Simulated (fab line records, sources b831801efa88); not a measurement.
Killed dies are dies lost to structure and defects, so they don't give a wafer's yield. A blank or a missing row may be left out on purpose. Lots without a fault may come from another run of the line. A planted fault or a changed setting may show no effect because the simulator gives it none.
fab line records | flow sky130
record lots=11 wafers=33 last_day=50
route steps=708 shown SD_P@331 LI_CONTACT@377 LOCAL_INTERCONNECT@402 PAD_OPEN@708
lots that met no fault: from a run of the same line without faults
start_h: hours from the record's first day to the start of the lot's first wafer shown | wait_h: hours since the lot's step before | " the same as in the row above | L1.1+2: a row that stands for several wafers | - no value, or no start given | * or withheld: withheld | < > ~ a bound
route shown NAME@n: a module of which the file shows steps, and the number in the route of the first | usual: mean/standard deviation of fault-free wafers | same: alike in all rows | chamber/n: place in a boat | sites: the reading at each site | _std_site: their standard deviation | _edge_site: outer sites' mean less inner sites' | radius_mm: how far each site lies from the wafer's centre | mask NAME#n: copy n | behind: the tool/chamber that last shaped the wafer | hold: why the lot was held/for how many hours/how that ended | device: the transistor (n, p or np) that didn't switch | end of line: the same wafers' tests at the end of the route | a step without rows: its recipe alone | killed: dies lost to structure and defects at the first sort, not the wafer's yield | map: a wafer's dies, x killed, . not, _ none there
set.NAME: the setting as run; set.NAME@STEP: as run at that earlier step | model.NAME: the simulator's own value behind a step, which no gauge read
steps of the route over a sample of lots; a table a step, a row a wafer
services: from which hour (start_h, from the record's first day; less than 0 if before it) a tool's chamber was out of use, for how many hours, and why
## steps
# step SKY_SD_P_TW_MEAS_11
# usual SD_P_TW=2844/13
# columns lot.wafer tool chamber start_h wait_h SD_P_TW
L129.1 film_metro-02 - 582.00 0.1 2831
L129.5 " - " " 2819
L129.6 " - " " 2838
L130.1 film_metro-04 - 591.45 0.1 2855
L130.2 " - " " 2843
L130.4 " - " " 2839
L135.1 film_metro-02 - 642.10 0.1 2872
L135.2 " - " " 2849
L135.5 " - " " 2870
L137.1 film_metro-01 - 661.38 0.1 2821
L137.2 " - " " 2826
L137.6 " - " " 2840
L139.1 film_metro-01 - 673.30 0.1 2839
L139.4 " - " " 2853
L139.6 " - " " 2872
L141.1 film_metro-04 - 692.23 0.1 2843
L141.3 " - " " 2841
L141.4 " - " " 2833
L148.1 film_metro-01 - 746.45 0.1 2863
L148.3 " - " " 2853
L148.6 " - " " 2840
L149.1 film_metro-02 - 752.58 0.1 2847
L149.3 " - " " 2832
L149.6 " - " " 2831
L150.1 film_metro-04 - 761.88 0.1 2857
L150.4 " - " " 2846
L150.5 " - " " 2863
L151.1 film_metro-02 - 769.75 0.1 2844
L151.2 " - " " 2840
L151.3 " - " " 2840
L152.2 film_metro-04 - 777.16 0.1 2843
L152.4 " - " " 2860
L152.6 " - " " 2873
# step SKY_LI_CONTACT_ETCH_15
# recipe target=PSG chemistry=C4F8/O2/Ar stop_on=Si taper_deg=4.15 mask_material=KrF-thick source_w=1500 bias_w=1200 pressure_mtorr=40 c4f8_flow_sccm=withheld O2_flow_sccm=6 Ar_flow_sccm=300 time_s=withheld target_depth_a=6000
# usual oes_product_au=0.837/0.0045
# columns lot.wafer tool chamber start_h wait_h oes_product_au
L129.1 rie_diel-01 2 669.77 0.0 0.842
L129.5 " 0 " " 0.850
L129.6 " 3 " " 0.834
L130.1 rie_diel-03 0 679.70 0.0 0.836
L130.2 " 2 " " 0.839
L130.4 " 1 " " 0.835
L135.1 rie_diel-02 3 728.29 0.0 0.837
L135.2 " 1 " " 0.843
L135.5 " 2 " " 0.839
L137.1 rie_diel-03 1 746.42 0.0 0.841
L137.2 " 2 " " 0.836
L137.6 " 2 " " 0.839
L139.1 rie_diel-03 1 757.62 0.0 0.841
L139.4 " 2 " " 0.838
L139.6 " 2 " " 0.838
L141.1 rie_diel-03 1 775.59 0.0 0.839
L141.3 " 3 " " 0.838
L141.4 " 2 " " 0.839
L148.1 rie_diel-01 0 828.09 0.0 0.833
L148.3 " 3 " " 0.839
L148.6 " 2 " " 0.834
L149.1 rie_diel-02 2 833.90 0.0 0.840
L149.3 " 0 " " 0.842
L149.6 " 3 " " 0.842
L150.1 rie_diel-01 1 843.19 0.0 0.831
L150.4 " 0 " " 0.834
L150.5 " 3 " " 0.844
L151.1 rie_diel-02 0 850.25 0.0 0.833
L151.2 " 2 " " 0.837
L151.3 " 3 " " 0.835
L152.2 rie_diel-03 2 856.52 0.0 0.829
L152.4 " 1 " " 0.838
L152.6 " 3 " " 0.838
# step SKY_LI_CONTACT_CVD_21
# recipe material=W target_thk_nm=400 time_s=120.56 temp_c=400 pressure_torr=40
# usual heater_power_w=839/64
# columns lot.wafer tool chamber start_h wait_h heater_power_w
L129.1 cvd_w-01 0 670.29 0.0 818
L129.5 " 1 " " 756
L129.6 " 0 " " 810
L130.1 cvd_w-01 0 680.23 0.0 812
L130.2 " 1 " " 737
L130.4 " 0 " " 803
L135.1 cvd_w-01 1 728.82 0.0 752
L135.2 " 0 " " 807
L135.5 " 0 " " 791
L137.1 cvd_w-01 0 746.94 0.0 817
L137.2 " 1 " " 769
L137.6 " 0 " " 793
L139.1 cvd_w-01 1 758.14 0.0 755
L139.4 " 0 " " 802
L139.6 " 0 " " 807
L141.1 cvd_w-02 0 776.11 0.0 910
L141.3 " 0 " " 925
L141.4 " 1 " " 846
L148.1 cvd_w-01 1 828.61 0.0 763
L148.3 " 1 " " 760
L148.6 " 1 " " 762
L149.1 cvd_w-02 0 834.42 0.0 932
L149.3 " 0 " " 929
L149.6 " 0 " " 939
L150.1 cvd_w-02 0 843.76 0.0 931
L150.4 " 0 " " 919
L150.5 " 0 " " 943
L151.1 cvd_w-02 1 850.77 0.0 879
L151.2 " 0 " " 934
L151.3 " 0 " " 931
L152.2 cvd_w-01 1 857.04 0.0 772
L152.4 " 1 " " 778
L152.6 " 0 " " 839
# step SKY_LI_CONTACT_RS_MEAS_22
# recipe thk_meas_gauge=four-point-probe reads=W_of_LI_CONTACT_CVD_21+TiN_of_LI_CONTACT_SPUTTER_20+Ti_of_LI_CONTACT_SPUTTER_19
# usual LI_CONTACT_W_RS=0.286/0.0041
# columns lot.wafer tool chamber start_h wait_h LI_CONTACT_W_RS[ohm/sq]
L129.1 film_metro-02 - 670.41 0.1 0.284
L129.5 " - " " 0.281
L129.6 " - " " 0.286
L130.1 film_metro-04 - 680.36 0.1 0.288
L130.2 " - " " 0.287
L130.4 " - " " 0.287
L135.1 film_metro-04 - 728.95 0.1 0.288
L135.2 " - " " 0.286
L135.5 " - " " 0.289
L137.1 film_metro-02 - 747.06 0.1 0.216
L137.2 " - " " 0.290
L137.6 " - " " 0.214
L139.1 film_metro-02 - 758.26 0.1 0.285
L139.4 " - " " 0.215
L139.6 " - " " 0.215
L141.1 film_metro-01 - 776.23 0.1 0.290
L141.3 " - " " 0.291
L141.4 " - " " 0.282
L148.1 film_metro-01 - 828.73 0.1 0.293
L148.3 " - " " 0.292
L148.6 " - " " 0.292
L149.1 film_metro-02 - 834.67 0.2 0.287
L149.3 " - " " 0.289
L149.6 " - " " 0.292
L150.1 film_metro-01 - 843.88 0.1 0.291
L150.4 " - " " 0.292
L150.5 " - " " 0.288
L151.1 film_metro-02 - 850.89 0.1 0.280
L151.2 " - " " 0.291
L151.3 " - " " 0.284
L152.2 film_metro-01 - 857.18 0.1 0.286
L152.4 " - " " 0.283
L152.6 " - " " 0.287
# step SKY_LI_CONTACT_THK_MEAS_23
# recipe thk_meas_gauge=xrf reads=W_of_LI_CONTACT_CVD_21
# usual LI_CONTACT_W_THK=407/7.1
# columns lot.wafer tool chamber start_h wait_h LI_CONTACT_W_THK[nm]
L129.1 film_metro-02 - 670.53 0.1 412
L129.5 " - " " 422
L129.6 " - " " 412
L130.1 film_metro-04 - 680.48 0.1 395
L130.2 " - " " 397
L130.4 " - " " 398
L135.1 film_metro-04 - 729.07 0.1 398
L135.2 " - " " 400
L135.5 " - " " 396
L137.1 film_metro-02 - 747.18 0.1 541
L137.2 " - " " 401
L137.6 " - " " 549
L139.1 film_metro-02 - 758.38 0.1 408
L139.4 " - " " 550
L139.6 " - " " 553
L141.1 film_metro-01 - 776.35 0.1 404
L141.3 " - " " 401
L141.4 " - " " 413
L148.1 film_metro-01 - 828.85 0.1 401
L148.3 " - " " 400
L148.6 " - " " 401
L149.1 film_metro-02 - 834.79 0.1 414
L149.3 " - " " 413
L149.6 " - " " 408
L150.1 film_metro-01 - 844.00 0.1 398
L150.4 " - " " 397
L150.5 " - " " 398
L151.1 film_metro-02 - 851.01 0.1 423
L151.2 " - " " 406
L151.3 " - " " 413
L152.2 film_metro-01 - 857.29 0.1 406
L152.4 " - " " 408
L152.6 " - " " 402
# step SKY_LI_CONTACT_CMP_24
# recipe stop_on=PSG t_overpolish_s=20 down_force_psi=3.5 platen_rpm=60 target_thk_nm=0 pad_velocity_m_s=0.94248
# usual head_pressure_psi=3.501/0.0074 motor_current_A=11.2/0.94 time_to_endpoint_s=95/3.8
# columns lot.wafer tool chamber start_h wait_h head_pressure_psi motor_current_A time_to_endpoint_s
L129.1 cmp-01 1 670.59 0.1 3.518 12.4 97
L129.5 " 1 " " 3.516 12.2 96
L129.6 " 2 " " 3.494 11.7 95
L130.2 cmp-02 0 680.54 0.0 3.508 10.2 95
L130.1 " 1 " " 3.504 11.3 93
L130.4 " 3 " " 3.500 10.8 98
L135.2 cmp-02 3 729.18 0.1 3.499 10.5 99
L135.1 " 1 " " 3.501 10.9 96
L135.5 " 3 " " 3.499 10.1 99
L137.2 cmp-01 2 747.33 0.1 3.511 12.1 90
L137.1 " 0 " " 3.511 11.7 118
L137.6 " 2 " " 3.501 12.1 120
L139.1 cmp-01 1 758.44 0.1 3.502 12.7 93
L139.4 " 3 " " 3.486 11.4 127
L139.6 " 1 " " 3.500 12.8 123
L141.4 cmp-01 1 776.46 0.1 3.509 12.0 94
L141.1 " 2 " " 3.487 12.5 90
L141.3 " 3 " " 3.500 12.2 91
L148.1 cmp-01 1 828.96 0.1 3.507 12.5 90
L148.3 " 2 " " 3.493 12.4 92
L148.6 " 0 " " 3.513 11.5 91
L149.1 cmp-01 0 834.85 0.1 3.504 11.8 96
L149.3 " 2 " " 3.509 12.0 96
L149.6 " 1 " " 3.505 12.9 91
L150.4 cmp-02 1 844.21 0.2 3.500 10.7 89
L150.1 " 3 " " 3.494 10.4 96
L150.5 " 1 " " 3.505 11.4 92
L151.3 cmp-02 1 851.07 0.0 3.513 10.8 94
L151.2 " 2 " " 3.509 9.5 96
L151.1 " 3 " " 3.496 10.4 100
L152.2 cmp-02 1 857.34 0.0 3.499 10.5 93
L152.4 " 2 " " 3.491 10.0 101
L152.6 " 2 " " 3.496 10.0 97
# step SKY_LOCAL_INTERCONNECT_STRIP_15
# recipe chemistry=O2/N2 power_w=1400 pressure_mtorr=1500 platen_temp_c=withheld o2_flow_sccm=3000 n2_flow_sccm=300 overash_fraction=0.5
# usual drypump_motor_current_A=5.7/0.55 o2_flow_sccm=3001/10 oes_product_au=0.427/0.0045 strip_time_to_endpoint_s=4.734/0.018
# columns lot.wafer tool chamber start_h wait_h drypump_motor_current_A o2_flow_sccm oes_product_au rf_hours_counter_h strip_time_to_endpoint_s
L129.1 plasma_asher-01 1 699.04 0.0 6.1 3006 0.422 91 4.723
L129.5 " 1 " " 6.1 3024 0.433 - 4.725
L129.6 " 0 " " 6.6 3003 0.426 - 4.717
L130.1 plasma_asher-03 1 709.34 0.0 5.8 3021 0.435 99 4.753
L130.2 " 0 " " 4.9 2982 0.432 99 4.763
L130.4 " 0 " " 4.9 2991 0.420 - 4.741
L135.1 plasma_asher-01 1 757.21 0.0 6.1 3000 0.427 97 4.722
L135.2 " 0 " " 6.6 2989 0.430 97 4.716
L135.5 " 1 " " 6.2 3008 0.430 - 4.746
L137.1 plasma_asher-04 1 775.31 0.0 5.8 2996 0.425 67 4.731
L137.2 " 0 " " 5.4 2994 0.436 67 4.757
L137.6 " 1 " " 5.8 2997 0.430 - 4.748
L139.1 plasma_asher-03 0 786.54 0.0 4.9 3006 0.425 4 4.745
L139.4 " 1 " " 5.8 2998 0.427 - 4.748
L139.6 " 1 " " 5.8 3001 0.426 - 4.758
L141.1 plasma_asher-01 1 803.51 0.0 6.1 2999 0.427 102 4.767
L141.3 " 1 " " 6.1 2989 0.429 - 4.758
L141.4 " 0 " " 6.6 2997 0.428 - 4.762
L148.1 plasma_asher-03 1 855.56 0.0 5.7 3004 0.437 9 4.717
L148.3 " 0 " " 4.9 2995 0.430 - 4.732
L148.6 " 1 " " 5.8 3008 0.421 - 4.718
L149.1 plasma_asher-04 0 861.59 0.0 5.4 3000 0.427 76 4.718
L149.3 " 0 " " 5.4 2993 0.415 - 4.713
L149.6 " 0 " " 5.4 3004 0.418 - 4.727
L150.1 plasma_asher-04 1 870.56 0.0 5.8 3012 0.433 77 4.739
L150.4 " 0 " " 5.4 3006 0.424 - 4.741
L150.5 " 1 " " 5.8 3023 0.423 - 4.731
L151.1 plasma_asher-03 1 878.06 0.0 5.8 2993 0.433 11 4.728
L151.2 " 0 " " 4.9 2987 0.430 11 4.730
L151.3 " 1 " " 5.8 3001 0.421 - 4.751
L152.2 plasma_asher-01 1 883.82 0.0 6.1 3000 0.426 110 4.736
L152.4 " 0 " " 6.6 3003 0.431 - 4.724
L152.6 " 0 " " 6.6 2998 0.425 - 4.724
# step SKY_PAD_OPEN_PROBE_99
# usual killed_at_M0_to_M3=43/6.5 killed_at_M4_up=3.2/1.8 killed_at_contacts=24/5.2 killed_at_front_end=15/4 killed_at_other=0.4/0.69 killed_dies=86/8.7 killed_open=47/7 killed_short=39/5.7
# same gross_dies=492 killed_at_back_side=0
# columns lot.wafer tool chamber start_h wait_h killed_at_M0_to_M3 killed_at_M4_up killed_at_contacts killed_at_front_end killed_at_other killed_dies killed_open killed_short
L130.1 prober-01 - 1077.86 0.1 40 5 26 18 0 89 50 38
L130.2 prober-01 - 1077.91 0.1 37 1 25 31 1 95 53 39
L130.4 prober-01 - 1078.01 0.2 47 1 32 15 0 95 51 44
L135.1 prober-02 - 1113.21 0.1 44 2 21 21 0 88 52 36
L135.2 prober-02 - 1113.26 0.1 35 3 25 12 1 76 40 35
L135.5 prober-02 - 1113.41 0.2 48 1 20 17 0 86 53 33
# killed by level:class
L130.1 VIA3:geometric_particle:open=10 CONTACT:geometric_particle:open=9 LI_CONTACT:geometric_particle:open=8 METAL2:geometric_particle:short=7 FIELD_ISO:geometric_particle:open=6 CONTACT:geometric_particle:short=5 VIA3:geometric_particle:short=5 VIA1:geometric_particle:open=4
L130.2 CONTACT:geometric_particle:open=12 VIA3:geometric_particle:open=8 POLY_GATE:geometric_particle:short=7 FIELD_ISO:geometric_particle:short=6 FIELD_ISO:geometric_particle:open=6 VIA1:geometric_particle:open=6 METAL2:geometric_particle:short=6 POLY_GATE:geometric_particle:open=5
L130.4 VIA1:geometric_particle:open=10 LOCAL_INTERCONNECT:geometric_particle:short=9 VIA2:geometric_particle:open=8 CONTACT:geometric_particle:short=7 CONTACT:geometric_particle:open=6 LI_CONTACT:geometric_particle:open=6 VIA3:geometric_particle:open=6 VIA1:geometric_particle:short=6
L135.1 VIA3:geometric_particle:open=10 FIELD_ISO:geometric_particle:open=8 VIA1:geometric_particle:open=8 LI_CONTACT:geometric_particle:open=8 CONTACT:geometric_particle:open=7 VIA1:geometric_particle:short=6 VIA2:geometric_particle:open=6 POLY_GATE:geometric_particle:short=5
L135.2 CONTACT:geometric_particle:open=9 VIA2:geometric_particle:open=9 VIA1:geometric_particle:open=6 LOCAL_INTERCONNECT:geometric_particle:short=5 VIA3:geometric_particle:short=5 LI_CONTACT:geometric_particle:short=4 LI_CONTACT:geometric_particle:open=4 METAL1:geometric_particle:short=4
L135.5 VIA1:geometric_particle:open=14 VIA3:geometric_particle:open=8 LI_CONTACT:geometric_particle:open=7 VIA2:geometric_particle:open=7 CONTACT:geometric_particle:open=6 POLY_GATE:geometric_particle:short=5 METAL2:geometric_particle:short=5 FIELD_ISO:geometric_particle:short=4
## services
# columns tool chamber start_h hours kind
cvd_w-01 - 652.05 6.9 pm
rie_diel-01 2 654.32 5.8 repair
rie_diel-03 - 686.08 1.0 repair
rie_diel-03 3 692.95 2.6 repair
cmp-01 - 727.88 1.6 repair
plasma_asher-03 - 733.75 9.0 pm
cmp-02 - 744.00 4.0 pm
plasma_asher-01 - 746.89 2.4 repair
cvd_w-02 - 780.67 6.9 pm
cmp-02 - 781.12 2.5 repair
plasma_asher-03 - 789.07 23.1 repair
cmp-02 - 791.38 7.0 pm
plasma_asher-03 - 797.02 1.1 repair
cmp-01 - 807.81 5.0 pm
cmp-01 - 813.17 1.7 repair
plasma_asher-01 - 815.53 3.4 repair
cvd_w-02 1 824.18 12.7 repair
rie_diel-03 0 826.05 93.0 repair
cmp-02 - 829.14 5.0 repair
cvd_w-01 1 863.24 12.1 repair
cmp-02 - 864.64 1.4 repair
cmp-01 - 871.36 5.0 pm
rie_diel-03 2 871.97 3.3 repair
cvd_w-01 - 873.75 2.8 pm
## key
first_sign step=SKY_LI_CONTACT_RS_MEAS_22 reading=LI_CONTACT_W_RS direction=down sigmas=17 usual=0.286 struck=0.215
effect step=SKY_LI_CONTACT_THK_MEAS_23 reading=LI_CONTACT_W_THK direction=up sigmas=20 usual=407 struck=548
effect step=SKY_LI_CONTACT_CMP_24 reading=time_to_endpoint_s direction=up sigmas=7.1 usual=* struck=*
met_at SKY_LI_CONTACT_CVD_21
struck_lots L137,L139
struck_wafers L137.1,L137.6,L139.4,L139.6
tester_left_out L137,L139
not_acting_at SKY_SD_P_TW_MEAS_11,SKY_LI_CONTACT_ETCH_15,SKY_LOCAL_INTERCONNECT_STRIP_15
onset_between 728.82 746.94
fault kind=process_parameter_drift tool=cvd_w-01 chamber=0 onset_h=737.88 steps=SKY_LI_CONTACT_CVD_21 channel=target_thk_nm offset=132.11 shape=step end_h=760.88 acts_in=these_recipes_only stated=400
# tester_left_out: of these lots the tester's yield and bins aren't shown, on N5 and GAA mostly nor the transistor test; their killed dies are dies lost to structure and defects alone, not to doping, threshold or leakage, so they don't give the yield
